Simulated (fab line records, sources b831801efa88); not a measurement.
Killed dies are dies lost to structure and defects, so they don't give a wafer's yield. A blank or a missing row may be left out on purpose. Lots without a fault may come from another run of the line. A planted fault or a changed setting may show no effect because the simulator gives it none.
One fault seen from 2 desks | flow sky130 | each desk has only its own numbers; what lay behind them comes last

THE METROLOGY DESK
What the gauges read, lot by lot, whatever tool the lot ran on: means of the sampled wafers that have a number. A lot is out of limits, marked OUT, if its mean lies more than 4 standard deviations from the usual mean; the brackets give that distance.
Columns: A = DNWELL_TW at SKY_DNWELL_TW_MEAS_09, usual 1116; B = LDD_LDN_OVL at SKY_LDD_LDN_OVL_MEAS_07, usual -0.4 nm
lot  | first seen here | A    | B
L728 | day 3 08:15     | 1122 | -0.3
L729 | day 3 12:36     | 1119 | -0.9
L731 | day 3 20:46     | 1138 | -2.9
L732 | day 4 02:21     | 1111 | 0.4
L733 | day 4 09:05     | 1123 | -0.5
L734 | day 4 16:10     | 1113 | -3.0
L735 | day 4 20:40     | 1132 | 1.1
L736 | day 5 02:37     | 1141 | -1.3
L739 | day 5 20:13     | 1115 | -1.6
L742 | day 6 12:25     | 1103 | 0.6
L751 | day 8 06:07     | 1112 | -0.4
This desk's finding: nothing out of limits on any of the 11 lots.

THE TOOL OWNER'S DESK: pvd_sputter-01
The tool's own readings at SKY_METAL4_SPUTTER_02 (material AlCu, target thk 735 nm, time 39.1 s): means of the sampled wafers that have a number, for each lot that ran on this tool. A lot is out of limits, marked OUT, if its mean lies more than 4 standard deviations from the usual mean; the brackets give that distance.
Columns: A = throttle_valve_pct at SKY_METAL4_SPUTTER_02, usual 30.2 %
lot  | first seen here | A
L729 | day 41 17:32    | 31.5
L732 | day 42 08:43    | 31.4
L735 | day 43 09:19    | 31.5
L739 | day 44 16:34    | 31.2
L742 | day 45 15:56    | 31.3
This desk's finding: nothing out of limits on any of the 5 lots.

PUT TOGETHER
The metrology desk saw nothing out of limits.
The tool owner's desk saw nothing out of limits.

WHAT THE SIMULATOR HAD PUT IN
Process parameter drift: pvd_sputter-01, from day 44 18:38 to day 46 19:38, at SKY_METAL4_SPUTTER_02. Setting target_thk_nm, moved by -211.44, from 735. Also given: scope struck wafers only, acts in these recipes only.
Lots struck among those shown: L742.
